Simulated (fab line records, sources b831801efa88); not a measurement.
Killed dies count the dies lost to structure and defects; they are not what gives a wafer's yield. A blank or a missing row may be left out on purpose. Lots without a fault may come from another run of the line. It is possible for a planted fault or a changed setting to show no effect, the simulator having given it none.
Which tool was responsible? / flow sky130 / 12 lots, 36 wafers sampled, at 2 steps of a route of 708

WHAT THE GAUGES READ, wafer by wafer
SKY_VT_ADJUST_HVTR_CD_MEAS_07: target cd 380 nm.
lot=L534; measured=day 9 19:49; on=cd_sem-01; cd_nm (nm)=379.5 378.3 378.9
lot=L536; measured=day 10 07:07; on=cd_sem-01; cd_nm (nm)=379.7 379.8 378.5
lot=L538; measured=day 10 18:07; on=cd_sem-02; cd_nm (nm)=383.6 382.5 382.2
lot=L539; measured=day 11 01:31; on=cd_sem-01; cd_nm (nm)=379.9 378.1 376.1
lot=L541; measured=day 11 16:32; on=cd_sem-02; cd_nm (nm)=378.4 379.2 379.0
lot=L544; measured=day 12 09:56; on=cd_sem-02; cd_nm (nm)=382.8 382.2 380.4
lot=L545; measured=day 12 17:59; on=cd_sem-01; cd_nm (nm)=380.5 379.1 379.9
lot=L546; measured=day 13 03:37; on=cd_sem-01; cd_nm (nm)=378.9 378.1 377.4
lot=L552; measured=day 14 17:32; on=cd_sem-01; cd_nm (nm)=383.5 378.0 381.2
lot=L553; measured=day 15 08:19; on=cd_sem-01; cd_nm (nm)=378.0 377.4 377.2
lot=L555; measured=day 15 18:38; on=cd_sem-01; cd_nm (nm)=379.4 380.8 381.0
lot=L556; measured=day 16 03:35; on=cd_sem-01; cd_nm (nm)=380.4 382.5 383.5

SKY_SONOS_TUNNEL_CD_MEAS_07: target cd 410 nm.
lot=L534; measured=day 11 17:08; on=cd_sem-02; cd_nm (nm)=410.5 408.0 409.0
lot=L536; measured=day 12 06:25; on=cd_sem-01; cd_nm (nm)=410.6 409.9 408.7
lot=L538; measured=day 12 18:14; on=cd_sem-02; cd_nm (nm)=405.5 405.2 405.7
lot=L539; measured=day 13 00:38; on=cd_sem-01; cd_nm (nm)=409.2 407.4 408.6
lot=L541; measured=day 13 18:32; on=cd_sem-01; cd_nm (nm)=406.4 407.1 404.9
lot=L544; measured=day 14 12:53; on=cd_sem-01; cd_nm (nm)=409.2 409.1 408.3
lot=L545; measured=day 14 21:25; on=cd_sem-01; cd_nm (nm)=405.8 409.1 407.6
lot=L546; measured=day 15 08:35; on=cd_sem-01; cd_nm (nm)=411.0 410.0 408.7
lot=L552; measured=day 17 02:08; on=cd_sem-01; cd_nm (nm)=409.6 408.0 406.0
lot=L553; measured=day 17 17:53; on=cd_sem-01; cd_nm (nm)=408.0 410.2 407.7
lot=L555; measured=day 18 05:31; on=cd_sem-01; cd_nm (nm)=407.1 410.2 410.5
lot=L556; measured=day 18 15:07; on=cd_sem-01; cd_nm (nm)=409.8 409.4 409.1

EACH LOT AND THE TOOL THAT RAN IT (in order: tool; ch and the chambers of the sampled wafers; start)
Before these readings, the record contains no process step.

AS READ BY THE TOOLS THEMSELVES (means over the sampled wafers that have a number; for cases with no such wafer, the mark the record gives instead)
The record holds no such reading with a usual standard deviation.

THE ANSWER, worked out from the rows above alone
Rule: the lots themselves supply what counts as usual. Put in order of their means at a reading, lots are off if they are a third of the lots or fewer, leave a main group of 4 or more, and stand apart from it by a gap of 3 or more times the standard deviation of the main group's means; of several such gaps the widest counts. A main group is skipped when, at the precision printed for the reading in the tables above, its means are all equal. Also off: a lot with no number at a reading for which 4 or more lots have one. Any other lot the step has rows for is counted as sound. The gauges are gone through in route order, then the tools' own readings, and for those a lot's mean is taken as printed above. At the first step where some lot is off, the reading lying furthest off is the one used; lots without a number count as furthest.
None of the lots is off at any reading shown; this tells nothing.

WHAT THE SIMULATOR HAD INSERTED
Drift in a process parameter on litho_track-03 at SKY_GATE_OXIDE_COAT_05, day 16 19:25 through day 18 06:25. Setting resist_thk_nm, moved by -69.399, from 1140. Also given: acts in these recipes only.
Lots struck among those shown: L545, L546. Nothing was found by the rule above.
